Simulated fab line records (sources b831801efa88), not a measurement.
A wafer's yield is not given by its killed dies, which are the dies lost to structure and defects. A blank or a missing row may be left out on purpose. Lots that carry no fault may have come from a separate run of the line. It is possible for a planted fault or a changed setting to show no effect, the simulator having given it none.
Which tool was responsible? | flow gf180mcu | 12 lots, 36 wafers sampled, at 4 steps of a route of 602

## WHAT EACH GAUGE READ, for each wafer
GF_STI_CD_MEAS_12 targets a cd of 220 nm.
lot  | measured    | on        | cd nm (nm)
L300 | day 2 02:47 | cd sem-01 | 217.3 217.2 218.4
L302 | day 2 10:56 | cd sem-01 | 221.7 221.2 222.0
L303 | day 2 16:40 | cd sem-02 | 215.2 215.2 215.7
L305 | day 3 03:17 | cd sem-01 | 216.7 217.9 216.8
L307 | day 3 13:28 | cd sem-01 | 219.9 218.2 218.1
L309 | day 3 23:46 | cd sem-02 | 221.0 220.7 219.0
L315 | day 5 06:43 | cd sem-01 | 362.6 363.6 363.8
L316 | day 5 11:56 | cd sem-01 | 365.2 366.0 363.4
L317 | day 5 16:16 | cd sem-01 | 218.8 219.9 219.7
L318 | day 5 21:52 | cd sem-01 | 220.8 219.5 219.9
L319 | day 6 04:36 | cd sem-01 | 219.9 220.0 219.7
L321 | day 6 14:19 | cd sem-02 | 219.2 219.9 219.1

GF_POLY_GATE_THK_MEAS_01.
lot  | measured     | on            | POLY_GATE_CVD_00_THK (nm)
L300 | day 8 15:30  | film metro-04 | 198.9 200.6 200.5
L302 | day 9 01:35  | film metro-04 | 202.9 202.5 203.1
L303 | day 9 07:24  | film metro-01 | 202.9 202.4 201.8
L305 | day 9 22:53  | film metro-03 | 198.5 200.5 197.6
L307 | day 10 12:42 | film metro-04 | 198.6 198.2 199.2
L309 | day 11 02:08 | film metro-04 | 196.2 196.6 197.2
L317 | day 13 07:51 | film metro-03 | 197.8 199.6 199.0
L318 | day 13 14:47 | film metro-03 | 201.0 199.9 199.8
L319 | day 14 03:15 | film metro-04 | 195.9 197.1 196.1
L321 | day 14 14:44 | film metro-01 | 200.8 200.6 200.4

## WHAT TOOL EACH LOT RAN ON (gives the tool, then ch and the chambers of the sampled wafers, and finally the start)
lot  | GF_STI_PEB_10                    | GF_DUAL_GATE_STRIP_13
L300 | litho track-04 ch 0, day 2 02:26 | plasma asher-02 ch 1, day 8 12:08
L302 | litho track-04 ch 0, day 2 10:35 | plasma asher-02 ch 0,1, day 8 21:55
L303 | litho track-01 ch 0, day 2 16:19 | plasma asher-04 ch 0,1, day 9 04:20
L305 | litho track-03 ch 0, day 3 02:56 | plasma asher-04 ch 0,1, day 9 18:46
L307 | litho track-01 ch 0, day 3 13:08 | plasma asher-04 ch 0,1, day 10 08:29
L309 | litho track-01 ch 0, day 3 23:26 | plasma asher-02 ch 0,1, day 10 23:06
L315 | litho track-04 ch 0, day 5 06:24 | -
L316 | litho track-04 ch 0, day 5 11:35 | -
L317 | litho track-01 ch 0, day 5 15:55 | plasma asher-02 ch 0,1, day 13 04:15
L318 | litho track-01 ch 0, day 5 21:31 | plasma asher-01 ch 0,1, day 13 11:44
L319 | litho track-03 ch 0, day 6 04:16 | plasma asher-04 ch 0, day 13 22:32
L321 | litho track-03 ch 0, day 6 13:59 | plasma asher-02 ch 0,1, day 14 11:43
- GF_STI_PEB_10: peb time 93.39 s.
- GF_DUAL_GATE_STRIP_13: strips in O2/N2.

## WHAT THE TOOLS THEMSELVES READ (means of the sampled wafers that have a number; where no wafer has one, the mark that the record gives instead)
GF_STI_PEB_10.
lot  | tool           | heater power total W (W) | plate sensor t centre C (C) | plate sensor t edge C (C)
L300 | litho track-04 | 85.74                    | 136.13                      | 136.29
L302 | litho track-04 | 85.68                    | 136.13                      | 136.29
L303 | litho track-01 | 85.55                    | 136.12                      | 136.28
L305 | litho track-03 | 85.59                    | 136.13                      | 136.29
L307 | litho track-01 | 85.66                    | 136.12                      | 136.30
L309 | litho track-01 | 85.69                    | 136.13                      | 136.29
L315 | litho track-04 | 69.09                    | 115.86                      | 115.95
L316 | litho track-04 | 69.20                    | 115.85                      | 115.96
L317 | litho track-01 | 85.72                    | 136.13                      | 136.31
L318 | litho track-01 | 85.51                    | 136.14                      | 136.29
L319 | litho track-03 | 85.53                    | 136.13                      | 136.30
L321 | litho track-03 | 85.66                    | 136.13                      | 136.30

GF_DUAL_GATE_STRIP_13.
lot  | tool            | drypump motor current A (A) | heater power w (W) | oes product au (a.u.) | platen temp c (C) | strip time to endpoint s (s)
L300 | plasma asher-02 | 5.7                         | 294                | 0.715                 | 250.15            | 12.60
L302 | plasma asher-02 | 5.3                         | 352                | 0.716                 | 250.07            | 12.65
L303 | plasma asher-04 | 6.4                         | 401                | 0.718                 | 249.96            | 12.63
L305 | plasma asher-04 | 6.4                         | 399                | 0.718                 | 249.98            | 12.62
L307 | plasma asher-04 | 6.4                         | 390                | 0.716                 | 249.97            | 12.61
L309 | plasma asher-02 | 5.3                         | 356                | 0.713                 | 250.11            | 12.65
L317 | plasma asher-02 | 5.3                         | 348                | 0.713                 | 249.88            | 12.66
L318 | plasma asher-01 | 6.1                         | 340                | 0.722                 | 249.96            | 12.62
L319 | plasma asher-04 | 6.1                         | 398                | 0.715                 | 250.06            | 12.65
L321 | plasma asher-02 | 5.5                         | 323                | 0.715                 | 249.98            | 12.65

## THE ANSWER, worked out from the rows above alone
Rule: what is usual is taken from the lots themselves. The widest of any qualifying gaps counts: lots, ordered by their means at a reading, are off when they make up no more than a third of the lots, leave a main group of 4 or more, and stand apart from it by 3 or more times the standard deviation of that group's means. Not used: any main group whose means are identical at the precision the tables above print for the reading. A lot without any number at a reading at which 4 lots or more have one is off too. All remaining lots with rows at the step are treated as sound. After the gauges, taken in route order, come the tools' own readings; for these a lot's mean is taken, as printed above. The first step at which some lot is off is used, and at that step the reading that is off furthest; a lot without a number counts as furthest.
Off, at GF_STI_CD_MEAS_12 on cd nm: L315, L316. For the main group the mean is 219.0 nm and the standard deviation 1.7.
If a tool, at a process step before that reading, ran all the lots that are off and no sound lot after the first of them, it fits. Not tried: the gauges at GF_STI_CD_MEAS_12; whatever is off there is also off at GF_STI_PEB_10, on other tools, and gauge error can't account for it. One candidate fits, namely litho track-04 at GF_STI_PEB_10. Its last sound lot is L302 (day 2 10:35), its first lot that is off L315 (day 5 06:24): a fault that began between those two fits.
The tool's own readings at GF_STI_PEB_10 bear it out: on the lots that are off they differ by more than 5 times the standard deviation of the sound lots' means. heater power total W reads 69.15 W there against 85.63 W on the sound lots; plate sensor t centre C reads 115.85 C there against 136.13 C on the sound lots; plate sensor t edge C reads 115.95 C there against 136.29 C on the sound lots.

## WHAT THE SIMULATOR PUT IN
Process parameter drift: litho track-04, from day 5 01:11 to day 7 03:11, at GF_STI_PEB_10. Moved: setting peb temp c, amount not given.
Struck lots among those shown: L315, L316. The rule above found the same.
